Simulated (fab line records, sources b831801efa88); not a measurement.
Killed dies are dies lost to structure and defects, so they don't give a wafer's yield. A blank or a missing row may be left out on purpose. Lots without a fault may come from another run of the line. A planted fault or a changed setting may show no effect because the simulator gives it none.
A struck lot beside a sound one | flow gf180mcu | 22 steps out of a route of 602
Sound: wafers L369.1, L369.3, L369.5. Struck: wafers L389.4, L389.5. The cause comes at the end.
At each step with rows: each side's tool, then ch and its chambers, then its first start. Under that, the readings that differ: sound wafers | struck wafers | difference of the means | sigmas: that difference in standard deviations of wafers without a fault.
alike: readings whose means differ by less than 2 such deviations, and words and numbers that are the same on both sides. not compared: withheld readings, readings that some wafer has no value for, bounds like >300 that may hide the same value, and numbers for which the record gives no deviation and whose values overlap.
The two part at a step that has a row with sigmas, a row that says differs or no value, or rows on one side only. Numbers that don't overlap but have no deviation are shown without sigmas and don't part them. A reading that every wafer of one side lacks parts them only if that side has two wafers or more.

first, 3 steps without rows for these wafers: GF_M2_STRIP_18 (strips in post etch residue remover, time 1200 s); GF_M2_CLEAN_19 (cleans in DIW); GF_V2_CVD_00 (deposits SiO2, target thk 600 nm, time 100 s).
GF_V2_THK_MEAS_01:
  sound on film_metro-04, day 19 05:03; struck on film_metro-02, day 26 08:03
  alike: V2_CVD_00_THK
GF_V2_CVD_02: deposits SiO2 from TEOS, target thk 850 nm, time 94.851 s.
  sound on pecvd-02 ch 0,1, day 19 05:07; struck on pecvd-02 ch 1,2, day 26 08:07
  alike: heater_power_w
GF_V2_THK_MEAS_03:
  sound on film_metro-02, day 19 05:11; struck on film_metro-04, day 26 08:11
  alike: V2_CVD_02_THK
GF_V2_CMP_04: polishes SiO2.
  sound on cmp-01 ch 0,1,2, day 19 05:14; struck on cmp-02 ch 1, day 26 08:13
  alike: head_pressure_psi, motor_current_A, time_to_endpoint_s
GF_V2_BOW_MEAS_05:
  sound on film_metro-01, day 19 05:32; struck on film_metro-04, day 26 08:35
  alike: V2_BOW
then, 4 steps without rows for these wafers: GF_V2_DEHYDRATE_06 (time 60 s); GF_V2_HMDS_07 (prime time 60 s); GF_V2_COAT_08; GF_V2_COAT_09 (resist thk 1000 nm).
GF_V2_SOFTBAKE_10: time 60 s.
  sound on litho_track-01 ch 0, day 19 17:00; struck on litho_track-03 ch 0, day 26 18:00
  reading                  | sound                | struck        | difference | sigmas
  heater_power_total_W (W) | 93.07 93.09 93.06    | 93.80 93.84   | +0.75      | +14
  plate_temp_C (C)         | 129.98 130.13 130.06 | 130.85 130.78 | +0.76      | +6
then, 3 steps without rows for these wafers: GF_V2_EXPOSE_11 (exposes mask Via2, target cd 260 nm); GF_V2_PEB_12 (peb time 90 s); GF_V2_DEVELOP_13 (develop time 60 s).
GF_V2_CD_MEAS_14: target cd 260 nm.
  sound on cd_sem-02, day 20 06:10; struck on cd_sem-02, day 27 05:11
  alike: cd_nm
GF_V2_OVL_MEAS_15:
  sound on overlay-02, day 20 06:17; struck on overlay-02, day 27 05:16
  alike: V2_OVL
GF_V2_ETCH_16: etches BARC in N2/H2.
  sound on rie_diel-04 ch 0,3, day 20 06:20; struck on rie_diel-02 ch 3, day 27 05:17
  reading             | sound             | struck      | difference | sigmas
  model.V2.cd_nm (nm) | 262.3 262.6 262.2 | 261.5 262.1 | -0.6       |
  alike: drypump_motor_current_A, h2_flow_sccm, oes_product_au, throttle_valve_pct
GF_V2_ETCH_17: etches SiO2 in C4F8/O2/Ar, stops on TiN, target depth 630 nm.
  sound on rie_diel-04 ch 0,3; struck on rie_diel-02 ch 3
  reading             | sound           | struck      | difference | sigmas
  model.V2.cd_nm (nm) | 262.4 261.7 262 | 261.6 261.6 | -0.4       |
  alike: oes_product_au
GF_V2_STRIP_18: strips in O2/N2.
  sound on plasma_asher-03 ch 0,1, day 20 06:28; struck on plasma_asher-04 ch 0, day 27 05:27
  alike: drypump_motor_current_A, heater_power_w, oes_product_au
  not compared: rf_hours_counter_h
GF_PASSIVATION_PROBE_99:
  the record has rows for the sound wafers here (prober-02, day 28 23:38) and none for the struck ones

WHERE THEY PART
First at GF_V2_SOFTBAKE_10; last, within this record, at GF_PASSIVATION_PROBE_99.

WHY: what the simulator had put in
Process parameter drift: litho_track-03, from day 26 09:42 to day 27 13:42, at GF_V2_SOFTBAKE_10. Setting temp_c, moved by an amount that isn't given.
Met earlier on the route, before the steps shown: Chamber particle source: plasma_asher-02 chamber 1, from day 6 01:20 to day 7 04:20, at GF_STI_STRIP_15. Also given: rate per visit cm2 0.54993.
